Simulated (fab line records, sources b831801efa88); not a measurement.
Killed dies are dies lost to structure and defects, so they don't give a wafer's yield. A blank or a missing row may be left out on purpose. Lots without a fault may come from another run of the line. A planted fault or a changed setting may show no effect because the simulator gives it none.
fab line records | flow gf180mcu
record lots=5 wafers=15 last_day=33
route steps=602 shown MVSD@67 MVPSD@78 VT_IMPLANT@90
lots that met no fault: from a run of the same line without faults
start_h: hours from the record's first day to the start of the lot's first wafer shown | wait_h: hours since the lot's step before | " the same as in the row above | L1.1+2: a row that stands for several wafers | - no value, or no start given | * or withheld: withheld | < > ~ a bound
route shown NAME@n: a module of which the file shows steps, and the number in the route of the first | usual: mean/standard deviation of fault-free wafers | same: alike in all rows | chamber/n: place in a boat | sites: the reading at each site | _std_site: their standard deviation | _edge_site: outer sites' mean less inner sites' | radius_mm: how far each site lies from the wafer's centre | mask NAME#n: copy n | behind: the tool/chamber that last shaped the wafer | hold: why the lot was held/for how many hours/how that ended | device: the transistor (n, p or np) that didn't switch | end of line: the same wafers' tests at the end of the route | a step without rows: its recipe alone | killed: dies lost to structure and defects at the first sort, not the wafer's yield | map: a wafer's dies, x killed, . not, _ none there
set.NAME: the setting as run; set.NAME@STEP: as run at that earlier step | model.NAME: the simulator's own value behind a step, which no gauge read
lots at some steps of the route; a table a step, a row a wafer
services: from which hour (start_h, from the record's first day; less than 0 if before it) a tool's chamber was out of use, for how many hours, and why
## steps
# step GF_MVSD_HMDS_01
# recipe prime_time_s=60 prime_temp_c=120
# columns lot.wafer tool chamber start_h wait_h
L075.2+4+5 litho_track-03 0 94.36 0.1
L078.2+4+6 litho_track-02 0 100.66 0.1
L083.2+4+5 litho_track-02 0 121.46 0.1
L085.2+3+5 litho_track-02 0 130.96 0.1
L095.1+5+6 litho_track-04 0 189.09 0.1
# step GF_MVSD_COAT_02
# recipe spin_rpm=2000 resist_thk_nm=3000
# columns lot.wafer tool chamber start_h wait_h
L075.2+4+5 litho_track-03 0 94.51 0.1
L078.2+4+6 litho_track-02 0 100.81 0.1
L083.2+4+5 litho_track-02 0 121.61 0.1
L085.2+3+5 litho_track-02 0 131.11 0.1
L095.1+5+6 litho_track-04 0 189.24 0.1
# step GF_MVSD_SOFTBAKE_03
# recipe temp_c=110 time_s=withheld
# usual plate_temp_C=110.01/0.14
# columns lot.wafer tool chamber start_h wait_h plate_temp_C
L075.2 litho_track-03 0 94.67 0.1 110.11
L075.4 " 0 " " 110.23
L075.5 " 0 " " 110.03
L078.2 litho_track-02 0 100.97 0.1 110.15
L078.4 " 0 " " 109.96
L078.6 " 0 " " 110.04
L083.2 litho_track-02 0 121.77 0.1 110.05
L083.4 " 0 " " 109.86
L083.5 " 0 " " 109.98
L085.2 litho_track-02 0 131.27 0.1 109.97
L085.3 " 0 " " 109.90
L085.5 " 0 " " 110.06
L095.1 litho_track-04 0 189.39 0.1 109.79
L095.5 " 0 " " 109.87
L095.6 " 0 " " 110.03
# step GF_MVSD_EXPOSE_04
# recipe mask_id=MVSD target_cd_nm=1000 na=0.6 source_shape=conventional sigma_outer=0.6 dose_mj=260
# columns lot.wafer tool chamber start_h wait_h mask
L075.2+4+5 iline_stepper-02 0 - - MVSD#0
L078.2+4+6 iline_stepper-02 0 - - MVSD#0
L083.2+4+5 iline_stepper-02 0 - - MVSD#0
L085.2+3+5 iline_stepper-01 0 - - MVSD#0
L095.1+5+6 iline_stepper-01 0 - - MVSD#0
# step GF_MVSD_PEB_05
# recipe temp_c=115 time_s=withheld
# usual plate_temp_C=115.00/0.13
# columns lot.wafer tool chamber start_h wait_h plate_temp_C
L075.2 litho_track-03 0 - - 115.08
L075.4 " 0 " " 115.22
L075.5 " 0 " " 115.23
L078.2 litho_track-02 0 - - 115.06
L078.4 " 0 " " 115.09
L078.6 " 0 " " 115.14
L083.2 litho_track-02 0 - - 115.22
L083.4 " 0 " " 115.11
L083.5 " 0 " " 115.03
L085.2 litho_track-02 0 - - 115.11
L085.3 " 0 " " 114.94
L085.5 " 0 " " 115.06
L095.1 litho_track-04 0 - - 115.18
L095.5 " 0 " " 114.98
L095.6 " 0 " " 115.09
# step GF_MVSD_DEVELOP_06
# recipe wall_angle_deg=90 develop_time_s=60 dev_temp_c=23
# columns lot.wafer tool chamber start_h wait_h
L075.2+4+5 litho_track-03 0 - -
L078.2+4+6 litho_track-02 0 - -
L083.2+4+5 litho_track-02 0 - -
L085.2+3+5 litho_track-02 0 - -
L095.1+5+6 litho_track-04 0 - -
# step GF_MVSD_OVL_MEAS_07
# usual MVSD_OVL=-0.6/1.3
# columns lot.wafer tool chamber start_h wait_h MVSD_OVL[nm]
L075.2 overlay-02 - 101.04 - 1.4
L075.4 " - " " 1.7
L075.5 " - " " 0.9
L078.2 overlay-02 - 107.79 - 0.9
L078.4 " - " " -0.1
L078.6 " - " " -0.6
L083.2 overlay-01 - 128.49 - 0.0
L083.4 " - " " -3.6
L083.5 " - " " 0.0
L085.2 overlay-02 - 138.89 - 0.1
L085.3 " - " " 0.1
L085.5 " - " " -0.3
L095.1 overlay-01 - 196.44 - 0.3
L095.5 " - " " -0.9
L095.6 " - " " -1.0
# step GF_MVSD_IMPLANT_08
# recipe species=P energy_kev=400 dose_cm2=1.6e+13 tilt_deg=0
# columns lot.wafer tool chamber start_h wait_h
L075.2+4+5 implanter-03 0 101.10 0.0
L078.2+4+6 implanter-01 0 107.85 0.0
L083.2+4+5 implanter-03 0 128.55 0.0
L085.2+3+5 implanter-01 0 138.94 0.0
L095.1+5+6 implanter-01 0 196.48 0.0
# step GF_MVSD_IMPLANT_09
# recipe species=P energy_kev=100 dose_cm2=5e+12 tilt_deg=0
# columns lot.wafer tool chamber start_h wait_h
L075.2+4+5 implanter-03 0 101.25 0.1
L078.2+4+6 implanter-01 0 108.00 0.1
L083.2+4+5 implanter-03 0 128.70 0.1
L085.2+3+5 implanter-01 0 139.09 0.1
L095.1+5+6 implanter-01 0 196.63 0.1
# step GF_MVSD_STRIP_10
# recipe chemistry=O2/N2 power_w=1400 pressure_mtorr=1500 platen_temp_c=250 o2_flow_sccm=3000 n2_flow_sccm=300 overash_fraction=0.5
# usual drypump_motor_current_A=5.5/0.48 heater_power_w=319/20 oes_product_au=0.723/0.0045 strip_time_to_endpoint_s=36.93/0.1
# same overash_fraction=0.5
# columns lot.wafer tool chamber start_h wait_h drypump_motor_current_A heater_power_w oes_product_au rf_hours_counter_h strip_time_to_endpoint_s
L075.2 plasma_asher-04 1 101.37 0.1 5.9 331 0.723 46 36.69
L075.4 " 1 " " 6.0 331 0.724 - 36.95
L075.5 " 1 " " 5.9 335 0.734 - 36.83
L078.2 plasma_asher-03 0 108.12 0.1 6.1 343 0.728 44 36.93
L078.4 " 1 " " 6.0 343 0.713 - 37.06
L078.6 " 1 " " 6.0 346 0.722 - 37.05
L083.2 plasma_asher-01 0 128.82 0.1 5.2 312 0.717 34 36.93
L083.4 " 0 " " 5.2 310 0.716 - 36.89
L083.5 " 0 " " 5.2 316 0.727 - 36.91
L085.2 plasma_asher-01 0 139.22 0.1 5.2 308 0.729 35 37.11
L085.3 " 1 " " 5.0 296 0.727 - 37.12
L085.5 " 1 " " 5.0 295 0.723 - 37.09
L095.1 plasma_asher-01 0 196.78 0.1 5.2 314 0.717 40 36.92
L095.5 " 1 " " 4.9 291 0.726 - 36.79
L095.6 " 0 " " 5.2 309 0.727 - 36.99
# step GF_MVSD_TW_MEAS_11
# usual MVSD_TW=1576/15
# columns lot.wafer tool chamber start_h wait_h MVSD_TW
L075.2 film_metro-03 - 101.48 0.1 1572
L075.4 " - " " 1581
L075.5 " - " " 1576
L078.2 film_metro-03 - 108.23 0.1 1587
L078.4 " - " " 1591
L078.6 " - " " 1587
L083.2 film_metro-02 - 128.93 0.1 1549
L083.4 " - " " 1556
L083.5 " - " " 1558
L085.2 film_metro-02 - 139.33 0.1 1554
L085.3 " - " " 1555
L085.5 " - " " 1549
L095.1 film_metro-03 - 196.88 0.1 1589
L095.5 " - " " 1595
L095.6 " - " " 1583
# step GF_MVPSD_DEHYDRATE_00
# recipe temp_c=200 time_s=60
# usual plate_temp_C=199.99/0.16
# columns lot.wafer tool chamber start_h wait_h plate_temp_C
L075.2 litho_track-01 0 107.81 6.3 200.06
L075.4 " 0 " " 200.13
L075.5 " 0 " " 200.09
L078.2 litho_track-02 0 113.51 5.3 199.81
L078.4 " 0 " " 200.00
L078.6 " 0 " " 199.99
L083.2 litho_track-03 0 135.36 6.4 199.83
L083.4 " 0 " " 199.95
L083.5 " 0 " " 200.04
L085.2 litho_track-02 0 144.96 5.6 199.98
L085.3 " 0 " " 199.94
L085.5 " 0 " " 199.85
L095.1 litho_track-03 0 205.24 8.3 200.08
L095.5 " 0 " " 200.17
L095.6 " 0 " " 200.16
# step GF_MVPSD_HMDS_01
# recipe prime_time_s=60 prime_temp_c=120
# columns lot.wafer tool chamber start_h wait_h
L075.2+4+5 litho_track-01 0 107.96 0.1
L078.2+4+6 litho_track-02 0 113.66 0.1
L083.2+4+5 litho_track-03 0 135.51 0.1
L085.2+3+5 litho_track-02 0 145.11 0.1
L095.1+5+6 litho_track-03 0 205.39 0.1
# step GF_MVPSD_COAT_02
# recipe spin_rpm=2000 resist_thk_nm=3000
# columns lot.wafer tool chamber start_h wait_h
L075.2+4+5 litho_track-01 0 108.11 0.1
L078.2+4+6 litho_track-02 0 113.81 0.1
L083.2+4+5 litho_track-03 0 135.66 0.1
L085.2+3+5 litho_track-02 0 145.26 0.1
L095.1+5+6 litho_track-03 0 205.54 0.1
# step GF_MVPSD_SOFTBAKE_03
# recipe temp_c=110 time_s=withheld
# usual plate_temp_C=109.99/0.12
# columns lot.wafer tool chamber start_h wait_h plate_temp_C
L075.2 litho_track-01 0 108.27 0.1 109.85
L075.4 " 0 " " 109.98
L075.5 " 0 " " 109.99
L078.2 litho_track-02 0 113.97 0.1 110.15
L078.4 " 0 " " 110.00
L078.6 " 0 " " 110.02
L083.2 litho_track-03 0 135.82 0.1 109.74
L083.4 " 0 " " 109.79
L083.5 " 0 " " 109.95
L085.2 litho_track-02 0 145.42 0.1 110.01
L085.3 " 0 " " 110.00
L085.5 " 0 " " 109.87
L095.1 litho_track-03 0 205.69 0.1 109.84
L095.5 " 0 " " 109.89
L095.6 " 0 " " 109.91
# step GF_MVPSD_EXPOSE_04
# recipe mask_id=MVPSD target_cd_nm=1000 na=0.6 source_shape=conventional sigma_outer=0.6 dose_mj=260
# columns lot.wafer tool chamber start_h wait_h mask
L075.2+4+5 iline_stepper-02 0 - - MVPSD#0
L078.2+4+6 iline_stepper-02 0 - - MVPSD#0
L083.2+4+5 iline_stepper-01 0 - - MVPSD#0
L085.2+3+5 iline_stepper-02 0 - - MVPSD#0
L095.1+5+6 iline_stepper-01 0 - - MVPSD#0
# step GF_MVPSD_PEB_05
# recipe temp_c=115 time_s=withheld
# usual plate_temp_C=115.02/0.13
# columns lot.wafer tool chamber start_h wait_h plate_temp_C
L075.2 litho_track-03 0 - - 114.84
L075.4 " 0 " " 114.78
L075.5 " 0 " " 114.89
L078.2 litho_track-02 0 - - 115.04
L078.4 " 0 " " 114.99
L078.6 " 0 " " 115.02
L083.2 litho_track-01 0 - - 114.73
L083.4 " 0 " " 114.78
L083.5 " 0 " " 114.95
L085.2 litho_track-02 0 - - 115.05
L085.3 " 0 " " 114.98
L085.5 " 0 " " 115.12
L095.1 litho_track-03 0 - - 114.98
L095.5 " 0 " " 114.94
L095.6 " 0 " " 114.74
# step GF_MVPSD_DEVELOP_06
# recipe wall_angle_deg=90 develop_time_s=60 dev_temp_c=23
# columns lot.wafer tool chamber start_h wait_h
L075.2+4+5 litho_track-03 0 - -
L078.2+4+6 litho_track-02 0 - -
L083.2+4+5 litho_track-01 0 - -
L085.2+3+5 litho_track-02 0 - -
L095.1+5+6 litho_track-03 0 - -
# step GF_MVPSD_OVL_MEAS_07
# usual MVPSD_OVL=-0.1/1.3
# columns lot.wafer tool chamber start_h wait_h MVPSD_OVL[nm]
L075.2 overlay-01 - 114.14 - 0.6
L075.4 " - " " 0.1
L075.5 " - " " -1.6
L078.2 overlay-01 - 120.34 - 0.3
L078.4 " - " " 0.1
L078.6 " - " " -0.3
L083.2 overlay-01 - 142.74 - -0.9
L083.4 " - " " -2.7
L083.5 " - " " -0.7
L085.2 overlay-02 - 153.24 - -0.4
L085.3 " - " " -0.6
L085.5 " - " " 0.5
L095.1 overlay-01 - 213.04 - -2.6
L095.5 " - " " -0.7
L095.6 " - " " -0.4
# step GF_MVPSD_IMPLANT_08
# recipe species=B energy_kev=170 dose_cm2=1.5e+13 tilt_deg=0
# columns lot.wafer tool chamber start_h wait_h
L075.2+4+5 implanter-02 0 114.20 0.0
L078.2+4+6 implanter-01 0 120.40 0.0
L083.2+4+5 implanter-01 0 142.80 0.0
L085.2+3+5 implanter-02 0 153.29 0.0
L095.1+5+6 implanter-04 0 213.07 0.0
# step GF_MVPSD_IMPLANT_09
# recipe species=B energy_kev=40 dose_cm2=5e+12 tilt_deg=0
# columns lot.wafer tool chamber start_h wait_h
L075.2+4+5 implanter-02 0 114.35 0.1
L078.2+4+6 implanter-01 0 120.55 0.1
L083.2+4+5 implanter-01 0 142.95 0.1
L085.2+3+5 implanter-02 0 153.44 0.1
L095.1+5+6 implanter-04 0 213.22 0.1
# step GF_MVPSD_STRIP_10
# recipe chemistry=O2/N2 power_w=1400 pressure_mtorr=1500 platen_temp_c=250 o2_flow_sccm=3000 n2_flow_sccm=300 overash_fraction=0.5
# usual drypump_motor_current_A=5.7/0.48 heater_power_w=331/37 oes_product_au=0.722/0.0048 strip_time_to_endpoint_s=36.97/0.092
# same overash_fraction=0.5
# columns lot.wafer tool chamber start_h wait_h drypump_motor_current_A heater_power_w oes_product_au rf_hours_counter_h strip_time_to_endpoint_s
L075.2 plasma_asher-01 1 114.47 0.1 5.0 287 0.719 32 36.88
L075.4 " 0 " " 5.2 307 0.726 - 36.84
L075.5 " 1 " " 5.0 295 0.713 - 36.85
L078.2 plasma_asher-01 0 120.67 0.1 5.2 316 0.724 33 36.95
L078.4 " 0 " " 5.2 315 0.723 - 37.01
L078.6 " 0 " " 5.2 315 0.724 - 36.95
L083.2 plasma_asher-01 0 143.07 0.1 5.2 314 0.721 35 37.05
L083.4 " 1 " " 5.0 291 0.724 - 37.07
L083.5 " 1 " " 5.0 282 0.716 - 37.04
L085.2 plasma_asher-01 1 153.57 0.1 5.0 290 0.719 36 37.05
L085.3 " 1 " " 4.9 291 0.725 - 37.04
L085.5 " 1 " " 4.9 293 0.723 - 37.05
L095.1 plasma_asher-02 1 213.37 0.1 6.0 324 0.723 10 36.91
L095.5 " 0 " " 6.2 416 0.726 - 37.01
L095.6 " 1 " " 6.0 321 0.721 - 36.87
# step GF_MVPSD_TW_MEAS_11
# usual MVPSD_TW=553/4.4
# columns lot.wafer tool chamber start_h wait_h MVPSD_TW
L075.2 film_metro-02 - 114.58 0.1 550
L075.4 " - " " 549
L075.5 " - " " 548
L078.2 film_metro-03 - 120.78 0.1 561
L078.4 " - " " 559
L078.6 " - " " 558
L083.2 film_metro-01 - 143.18 0.1 551
L083.4 " - " " 552
L083.5 " - " " 554
L085.2 film_metro-03 - 153.68 0.1 554
L085.3 " - " " 556
L085.5 " - " " 557
L095.1 film_metro-03 - 213.47 0.1 559
L095.5 " - " " 553
L095.6 " - " " 557
# step GF_VT_IMPLANT_DEHYDRATE_00
# recipe temp_c=200 time_s=60
# usual plate_temp_C=199.98/0.13
# columns lot.wafer tool chamber start_h wait_h plate_temp_C
L075.2 litho_track-03 0 120.36 5.8 199.71
L075.4 " 0 " " 200.11
L075.5 " 0 " " 199.95
L078.2 litho_track-01 0 126.86 6.1 200.11
L078.4 " 0 " " 200.08
L078.6 " 0 " " 200.03
L083.2 litho_track-03 0 149.91 6.7 200.04
L083.4 " 0 " " 200.14
L083.5 " 0 " " 199.96
L085.2 litho_track-03 0 159.91 6.2 199.89
L085.3 " 0 " " 200.07
L085.5 " 0 " " 200.18
L095.1 litho_track-01 0 221.39 7.9 199.98
L095.5 " 0 " " 199.80
L095.6 " 0 " " 200.08
# step GF_VT_IMPLANT_HMDS_01
# recipe prime_time_s=60 prime_temp_c=120
# columns lot.wafer tool chamber start_h wait_h
L075.2+4+5 litho_track-03 0 120.51 0.1
L078.2+4+6 litho_track-01 0 127.01 0.1
L083.2+4+5 litho_track-03 0 150.06 0.1
L085.2+3+5 litho_track-03 0 160.06 0.1
L095.1+5+6 litho_track-01 0 221.54 0.1
# step GF_VT_IMPLANT_COAT_02
# recipe resist=NOVOLAK spin_rpm=3000 resist_thk_nm=1000
# columns lot.wafer tool chamber start_h wait_h
L075.2+4+5 litho_track-03 0 120.66 0.1
L078.2+4+6 litho_track-01 0 127.16 0.1
L083.2+4+5 litho_track-03 0 150.21 0.1
L085.2+3+5 litho_track-03 0 160.21 0.1
L095.1+5+6 litho_track-01 0 221.69 0.1
# step GF_VT_IMPLANT_SOFTBAKE_03
# recipe temp_c=90 time_s=60 resist=NOVOLAK
# usual plate_temp_C=90.02/0.13
# columns lot.wafer tool chamber start_h wait_h plate_temp_C
L075.2 litho_track-03 0 120.81 0.1 89.88
L075.4 " 0 " " 90.07
L075.5 " 0 " " 90.20
L078.2 litho_track-01 0 127.31 0.1 89.94
L078.4 " 0 " " 90.10
L078.6 " 0 " " 89.82
L083.2 litho_track-03 0 150.36 0.1 89.80
L083.4 " 0 " " 89.73
L083.5 " 0 " " 89.83
L085.2 litho_track-03 0 160.36 0.1 89.88
L085.3 " 0 " " 90.11
L085.5 " 0 " " 89.84
L095.1 litho_track-01 0 221.84 0.1 90.05
L095.5 " 0 " " 89.96
L095.6 " 0 " " 90.14
# step GF_VT_IMPLANT_EXPOSE_04
# recipe mask_id=LVPWELL_LV_AREA target_cd_nm=600 na=0.6 source_shape=conventional sigma_outer=0.6 dose_mj=140
# columns lot.wafer tool chamber start_h wait_h mask
L075.2+4+5 iline_stepper-02 0 - - LVPWELL_LV_AREA#0
L078.2+4+6 iline_stepper-01 0 - - LVPWELL_LV_AREA#0
L083.2+4+5 iline_stepper-01 0 - - LVPWELL_LV_AREA#0
L085.2+3+5 iline_stepper-02 0 - - LVPWELL_LV_AREA#0
L095.1+5+6 iline_stepper-02 0 - - LVPWELL_LV_AREA#0
# step GF_VT_IMPLANT_PEB_05
# recipe temp_c=withheld time_s=* resist=NOVOLAK
# columns lot.wafer tool chamber start_h wait_h
L075.2+4+5 litho_track-03 0 - -
L078.2+4+6 litho_track-04 0 - -
L083.2+4+5 litho_track-04 0 - -
L085.2+3+5 litho_track-04 0 - -
L095.1+5+6 litho_track-04 0 - -
# step GF_VT_IMPLANT_DEVELOP_06
# recipe develop_time_s=60 dev_temp_c=23
# columns lot.wafer tool chamber start_h wait_h
L075.2+4+5 litho_track-03 0 127.36 0.1
L078.2+4+6 litho_track-04 0 134.47 0.1
L083.2+4+5 litho_track-04 0 157.52 0.1
L085.2+3+5 litho_track-04 0 167.97 0.1
L095.1+5+6 litho_track-04 0 229.64 0.1
# step GF_VT_IMPLANT_OVL_MEAS_07
# usual VT_IMPLANT_OVL=0.1/1.5
# columns lot.wafer tool chamber start_h wait_h VT_IMPLANT_OVL[nm]
L075.2 overlay-02 - 127.49 0.1 -1.4
L075.4 " - " " -1.4
L075.5 " - " " -0.1
L078.2 overlay-01 - 134.60 0.1 0.0
L078.4 " - " " 1.9
L078.6 " - " " 0.5
L083.2 overlay-01 - 157.65 0.1 0.4
L083.4 " - " " 2.0
L083.5 " - " " 0.5
L085.2 overlay-02 - 168.10 0.1 -0.4
L085.3 " - " " -0.6
L085.5 " - " " -2.3
L095.1 overlay-02 - 229.79 0.1 0.5
L095.5 " - " " -1.2
L095.6 " - " " -0.9
# step GF_VT_IMPLANT_IMPLANT_08
# recipe species=BF2 energy_kev=20 dose_cm2=8.29e+12 tilt_deg=7
# columns lot.wafer tool chamber start_h wait_h
L075.2+4+5 implanter-03 0 127.55 0.0
L078.2+4+6 implanter-02 0 134.65 0.0
L083.2+4+5 implanter-03 0 157.70 0.0
L085.2+3+5 implanter-02 0 168.15 0.0
L095.1+5+6 implanter-02 0 229.92 0.1
# step GF_VT_IMPLANT_STRIP_09
# recipe chemistry=O2/N2 power_w=1400 pressure_mtorr=1500 platen_temp_c=250 o2_flow_sccm=3000 n2_flow_sccm=300 overash_fraction=0.5
# usual drypump_motor_current_A=6.06/0.088 heater_power_w=353/37 oes_product_au=0.716/0.0044 strip_time_to_endpoint_s=12.64/0.04
# same overash_fraction=0.5
# columns lot.wafer tool chamber start_h wait_h drypump_motor_current_A heater_power_w oes_product_au rf_hours_counter_h strip_time_to_endpoint_s
L075.2 plasma_asher-02 0 127.67 0.1 6.22 411 0.721 1 12.64
L075.4 " 0 " " 6.21 424 0.707 - 12.65
L075.5 " 1 " " 5.99 332 0.715 - 12.66
L078.2 plasma_asher-03 0 134.78 0.1 6.11 339 0.717 48 12.65
L078.4 " 0 " " 6.09 349 0.720 - 12.68
L078.6 " 1 " " 6.05 346 0.714 - 12.70
L083.2 plasma_asher-02 1 157.83 0.1 5.94 327 0.717 4 12.63
L083.4 " 1 " " 6.00 322 0.707 - 12.68
L083.5 " 1 " " 6.02 323 0.714 - 12.65
L085.2 plasma_asher-04 1 168.28 0.1 5.98 333 0.722 54 12.63
L085.3 " 1 " " 5.96 332 0.719 - 12.60
L085.5 " 1 " " 5.96 336 0.713 - 12.60
L095.1 plasma_asher-03 0 230.07 0.1 6.14 343 0.716 58 12.65
L095.5 " 1 " " 6.06 354 0.714 - 12.67
L095.6 " 0 " " 6.13 342 0.710 - 12.71
# step GF_VT_IMPLANT_TW_MEAS_10
# usual VT_IMPLANT_TW=564/3.3
# columns lot.wafer tool chamber start_h wait_h VT_IMPLANT_TW
L075.2 film_metro-04 - 127.78 0.1 561
L075.4 " - " " 559
L075.5 " - " " 560
L078.2 film_metro-04 - 134.89 0.1 559
L078.4 " - " " 560
L078.6 " - " " 559
L083.2 film_metro-01 - 157.94 0.1 563
L083.4 " - " " 564
L083.5 " - " " 562
L085.2 film_metro-04 - 168.39 0.1 561
L085.3 " - " " 558
L085.5 " - " " 561
L095.1 film_metro-04 - 230.17 0.1 563
L095.5 " - " " 560
L095.6 " - " " 560
# step GF_VT_IMPLANT_DEHYDRATE_11
# recipe temp_c=200 time_s=60
# usual plate_temp_C=199.99/0.14
# columns lot.wafer tool chamber start_h wait_h plate_temp_C
L075.2 litho_track-01 0 134.46 6.7 199.71
L075.4 " 0 " " 199.74
L075.5 " 0 " " 199.86
L078.2 litho_track-04 0 141.37 6.5 200.02
L078.4 " 0 " " 199.95
L078.6 " 0 " " 199.85
L083.2 litho_track-01 0 164.71 6.8 200.03
L083.4 " 0 " " 200.14
L083.5 " 0 " " 200.04
L085.2 litho_track-01 0 175.41 7.0 199.94
L085.3 " 0 " " 199.82
L085.5 " 0 " " 199.98
L095.1 litho_track-03 0 238.54 8.4 199.88
L095.5 " 0 " " 199.90
L095.6 " 0 " " 199.84
# step GF_VT_IMPLANT_HMDS_12
# recipe prime_time_s=60 prime_temp_c=120
# columns lot.wafer tool chamber start_h wait_h
L075.2+4+5 litho_track-01 0 134.61 0.1
L078.2+4+6 litho_track-04 0 141.52 0.1
L083.2+4+5 litho_track-01 0 164.86 0.1
L085.2+3+5 litho_track-01 0 175.56 0.1
L095.1+5+6 litho_track-03 0 238.69 0.1
# step GF_VT_IMPLANT_COAT_13
# recipe resist=NOVOLAK spin_rpm=3000 resist_thk_nm=1000
# columns lot.wafer tool chamber start_h wait_h
L075.2+4+5 litho_track-01 0 134.76 0.1
L078.2+4+6 litho_track-04 0 141.67 0.1
L083.2+4+5 litho_track-01 0 165.01 0.1
L085.2+3+5 litho_track-01 0 175.71 0.1
L095.1+5+6 litho_track-03 0 238.84 0.1
# step GF_VT_IMPLANT_SOFTBAKE_14
# recipe temp_c=90 time_s=60 resist=NOVOLAK
# usual plate_temp_C=90.00/0.13
# columns lot.wafer tool chamber start_h wait_h plate_temp_C
L075.2 litho_track-01 0 134.91 0.1 90.14
L075.4 " 0 " " 89.99
L075.5 " 0 " " 89.99
L078.2 litho_track-04 0 141.82 0.1 90.09
L078.4 " 0 " " 89.99
L078.6 " 0 " " 90.05
L083.2 litho_track-01 0 165.16 0.1 89.87
L083.4 " 0 " " 89.70
L083.5 " 0 " " 89.96
L085.2 litho_track-01 0 175.86 0.1 90.12
L085.3 " 0 " " 90.20
L085.5 " 0 " " 90.17
L095.1 litho_track-03 0 238.99 0.1 89.89
L095.5 " 0 " " 89.92
L095.6 " 0 " " 89.85
# step GF_VT_IMPLANT_EXPOSE_15
# recipe mask_id=Nwell_LV_AREA target_cd_nm=860 na=0.6 source_shape=conventional sigma_outer=0.6 dose_mj=140
# columns lot.wafer tool chamber start_h wait_h mask
L075.2+4+5 iline_stepper-01 0 - - Nwell_LV_AREA#0
L078.2+4+6 iline_stepper-01 0 - - Nwell_LV_AREA#0
L083.2+4+5 iline_stepper-02 0 - - Nwell_LV_AREA#0
L085.2+3+5 iline_stepper-01 0 - - Nwell_LV_AREA#0
L095.1+5+6 iline_stepper-02 0 - - Nwell_LV_AREA#0
# step GF_VT_IMPLANT_PEB_16
# recipe temp_c=withheld time_s=* resist=NOVOLAK
# columns lot.wafer tool chamber start_h wait_h
L075.2+4+5 litho_track-03 0 - -
L078.2+4+6 litho_track-03 0 - -
L083.2+4+5 litho_track-01 0 - -
L085.2+3+5 litho_track-04 0 - -
L095.1+5+6 litho_track-04 0 - -
# step GF_VT_IMPLANT_DEVELOP_17
# recipe develop_time_s=60 dev_temp_c=23
# columns lot.wafer tool chamber start_h wait_h
L075.2+4+5 litho_track-03 0 142.01 0.1
L078.2+4+6 litho_track-03 0 148.56 0.1
L083.2+4+5 litho_track-01 0 172.81 0.1
L085.2+3+5 litho_track-04 0 183.02 0.1
L095.1+5+6 litho_track-04 0 247.64 0.1
# step GF_VT_IMPLANT_OVL_MEAS_18
# usual VT_IMPLANT_01_OVL=0.4/1.4
# columns lot.wafer tool chamber start_h wait_h VT_IMPLANT_01_OVL[nm]
L075.2 overlay-02 - 142.14 0.1 0.5
L075.4 " - " " -0.7
L075.5 " - " " 1.6
L078.2 overlay-02 - 148.69 0.1 3.0
L078.4 " - " " 0.3
L078.6 " - " " 2.3
L083.2 overlay-01 - 172.94 0.1 2.6
L083.4 " - " " 1.0
L083.5 " - " " 1.8
L085.2 overlay-02 - 183.15 0.1 -0.1
L085.3 " - " " -3.0
L085.5 " - " " -0.9
L095.1 overlay-02 - 247.79 0.1 -1.3
L095.5 " - " " -1.4
L095.6 " - " " -0.6
# step GF_VT_IMPLANT_IMPLANT_19
# recipe species=As energy_kev=100 dose_cm2=4.35e+12 tilt_deg=7
# columns lot.wafer tool chamber start_h wait_h
L075.2+4+5 implanter-02 0 142.20 0.0
L078.2+4+6 implanter-04 0 148.75 0.0
L083.2+4+5 implanter-04 0 173.00 0.0
L085.2+3+5 implanter-03 0 183.20 0.0
L095.1+5+6 implanter-04 0 247.83 0.0
# step GF_VT_IMPLANT_STRIP_20
# recipe chemistry=O2/N2 power_w=1400 pressure_mtorr=1500 platen_temp_c=250 o2_flow_sccm=3000 n2_flow_sccm=300 overash_fraction=0.5
# usual drypump_motor_current_A=6.06/0.075 heater_power_w=350/30 oes_product_au=0.715/0.0043 strip_time_to_endpoint_s=12.63/0.031
# same overash_fraction=0.5
# columns lot.wafer tool chamber start_h wait_h drypump_motor_current_A heater_power_w oes_product_au rf_hours_counter_h strip_time_to_endpoint_s
L075.2 plasma_asher-03 1 142.32 0.1 6.07 343 0.717 49 12.58
L075.4 " 1 " " 6.03 347 0.716 - 12.64
L075.5 " 1 " " 6.02 351 0.713 - 12.62
L078.2 plasma_asher-02 0 148.87 0.1 6.20 417 0.713 3 12.60
L078.4 " 1 " " 6.03 334 0.716 - 12.59
L078.6 " 1 " " 6.01 323 0.717 - 12.58
L083.2 plasma_asher-03 0 173.12 0.1 6.09 336 0.717 52 12.63
L083.4 " 0 " " 6.10 334 0.712 - 12.65
L083.5 " 0 " " 6.10 342 0.714 - 12.63
L085.2 plasma_asher-03 1 183.33 0.1 6.04 347 0.717 53 12.57
L085.3 " 1 " " 6.03 344 0.715 - 12.60
L085.5 " 0 " " 6.10 337 0.715 - 12.61
L095.1 plasma_asher-02 1 247.98 0.1 6.03 325 0.721 14 12.62
L095.5 " 1 " " 6.04 329 0.708 - 12.64
L095.6 " 0 " " 6.20 419 0.715 - 12.65
# step GF_VT_IMPLANT_TW_MEAS_21
# usual VT_IMPLANT_2_TW=1214/6.9
# columns lot.wafer tool chamber start_h wait_h VT_IMPLANT_2_TW
L075.2 film_metro-04 - 142.43 0.1 1210
L075.4 " - " " 1210
L075.5 " - " " 1204
L078.2 film_metro-03 - 148.98 0.1 1224
L078.4 " - " " 1223
L078.6 " - " " 1223
L083.2 film_metro-03 - 173.23 0.1 1219
L083.4 " - " " 1217
L083.5 " - " " 1220
L085.2 film_metro-03 - 183.44 0.1 1218
L085.3 " - " " 1224
L085.5 " - " " 1215
L095.1 film_metro-04 - 248.08 0.1 1215
L095.5 " - " " 1211
L095.6 " - " " 1211
## services
# columns tool chamber start_h hours kind
iline_stepper-02 - 70.38 5.1 repair
implanter-04 - 80.01 6.7 repair
iline_stepper-01 - 94.69 4.7 repair
implanter-02 - 97.76 3.4 repair
plasma_asher-03 - 103.55 2.8 pm
plasma_asher-02 - 108.75 9.0 pm
plasma_asher-02 - 110.09 12.5 repair
implanter-04 - 112.27 5.1 repair
implanter-02 - 117.62 1.6 repair
plasma_asher-01 - 131.84 0.9 repair
implanter-02 - 136.19 0.9 repair
iline_stepper-02 - 141.54 3.7 repair
implanter-02 - 147.30 3.9 pm
implanter-04 - 161.02 1.1 repair
implanter-03 - 163.24 2.1 repair
plasma_asher-02 - 176.75 2.1 repair
iline_stepper-02 - 182.89 8.4 repair
plasma_asher-02 - 199.56 2.5 repair
plasma_asher-01 - 199.65 7.3 repair
implanter-01 - 225.90 6.0 repair
litho_track-01 - 234.39 - consumable_replace:filter
plasma_asher-02 - 238.67 1.4 repair
plasma_asher-03 - 241.56 10.0 pm
iline_stepper-02 - 247.35 5.1 repair
## key
fault none
